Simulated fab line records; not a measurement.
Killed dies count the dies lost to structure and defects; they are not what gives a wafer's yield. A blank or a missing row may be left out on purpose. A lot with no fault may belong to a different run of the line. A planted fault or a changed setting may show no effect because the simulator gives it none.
The tool behind it: which one? + flow gf180mcu + 6 lots, 18 wafers sampled, at 2 steps of a route of 602

WHAT THE GAUGES READ, wafer by wafer
GF_M3_CD_MEAS_14: target cd 280 nm.
| lot  | measured     | on       | cdNm (nm)         |
|------|--------------|----------|-------------------|
| L257 | day 22 19:36 | cdSem-01 | 280.6 280.9 281.1 |
| L263 | day 24 21:39 | cdSem-01 | 282.1 282.1 281.8 |
| L270 | day 27 01:43 | cdSem-02 | 281.5 280.0 280.6 |
| L273 | day 27 22:29 | cdSem-01 | 280.7 280.0 279.2 |
| L276 | day 28 19:23 | cdSem-01 | 280.3 281.1 279.3 |
| L278 | day 29 14:19 | cdSem-01 | 281.0 281.7 282.3 |

WHICH TOOL RAN EACH LOT (tool, then ch and the chambers of the sampled wafers, then the start)
| lot  | GF_V2_CVD_02                    |
|------|---------------------------------|
| L257 | pecvd-02 ch 0,1,2, day 20 17:54 |
| L263 | pecvd-03 ch 0,2, day 22 22:08   |
| L270 | pecvd-04 ch 0,1,2, day 25 03:56 |
| L273 | pecvd-02 ch 0,1,2, day 26 01:47 |
| L276 | pecvd-04 ch 0,1, day 26 23:11   |
| L278 | pecvd-02 ch 0,1,2, day 27 20:05 |
- GF_V2_CVD_02: deposits SiO2 from TEOS, target thk 850 nm, time 94.851 s.

THE ANSWER, worked out from the rows above alone
Rule: the lots themselves supply what counts as usual. The widest of any qualifying gaps counts: lots, ordered by their means at a reading, are off when they make up no more than a third of the lots, leave a main group of 4 or more, and stand apart from it by 3 or more times the standard deviation of that group's means. If all means in a main group match to the digits the tables above print for the reading, that group is not used. Also off: a lot with no number at a reading for which 4 or more lots have one. All remaining lots with rows at the step are treated as sound.
Across all readings shown, no lot is off: no conclusion can be drawn from this.

WHAT HAD BEEN PUT IN BY THE SIMULATOR
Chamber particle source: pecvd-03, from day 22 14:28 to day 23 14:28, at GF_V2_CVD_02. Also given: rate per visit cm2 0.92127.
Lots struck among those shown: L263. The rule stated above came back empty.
